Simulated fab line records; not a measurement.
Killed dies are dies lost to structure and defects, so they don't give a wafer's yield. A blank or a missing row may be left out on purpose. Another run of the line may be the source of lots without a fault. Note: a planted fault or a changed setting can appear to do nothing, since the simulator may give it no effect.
Which of the tools did it? ; flow gf180mcu ; 12 lots, 36 wafers sampled, at 2 steps of a route of 602

== WHAT THE GAUGES READ, wafer by wafer ==
GF_V3_OVL_MEAS_15.
lot;measured;on;V3_OVL (nm)
L075;day 22 15:38;overlay-01;2 3 2
L077;day 23 13:02;overlay-02;0 -3 -2
L079;day 24 06:29;overlay-02;15 4 10
L081;day 25 00:44;overlay-02;4 4 16
L083;day 25 16:59;overlay-01;4 10 7
L085;day 25 23:51;overlay-01;9 9 -3
L087;day 26 20:47;overlay-01;1 5 -2
L089;day 27 14:47;overlay-01;3 14 10
L091;day 28 09:47;overlay-01;8 2 3
L093;day 29 04:05;overlay-02;-4 -4 10
L095;day 29 09:41;overlay-02;9 8 5
L097;day 29 21:19;overlay-02;10 3 16

== EACH LOT AND THE TOOL THAT RAN IT (in order: tool; ch and the chambers of the sampled wafers; start) ==
lot;GF_M3_SPUTTER_04
L075;pvd_sputter-01, day 20 14:29
L077;pvd_sputter-02, day 21 13:18
L079;pvd_sputter-02, day 22 07:13
L081;pvd_sputter-02, day 22 22:37
L083;pvd_sputter-03, day 23 19:42
L085;pvd_sputter-01, day 24 02:28
L087;pvd_sputter-01, day 25 00:53
L089;pvd_sputter-01, day 25 19:46
L091;pvd_sputter-03, day 26 15:52
L093;pvd_sputter-01, day 27 12:46
L095;pvd_sputter-02, day 27 17:30
L097;pvd_sputter-01, day 28 05:53
- GF_M3_SPUTTER_04: material TiN, target thk 50 nm, time 41.7 s.

== THE ANSWER, worked out from the rows above alone ==
Rule: what is usual is taken from the lots themselves. The widest of any qualifying gaps counts: lots, ordered by their means at a reading, are off when they make up no more than a third of the lots, leave a main group of 4 or more, and stand apart from it by 3 or more times the standard deviation of that group's means. If all means in a main group match to the digits the tables above print for the reading, that group is not used. A lot without any number at a reading at which 4 lots or more have one is off too. Where the step has rows for the other lots, those lots are counted as sound.
No lot is off at any reading shown: from this, nothing can be told.

== WHAT WAS PUT IN BY THE SIMULATOR ==
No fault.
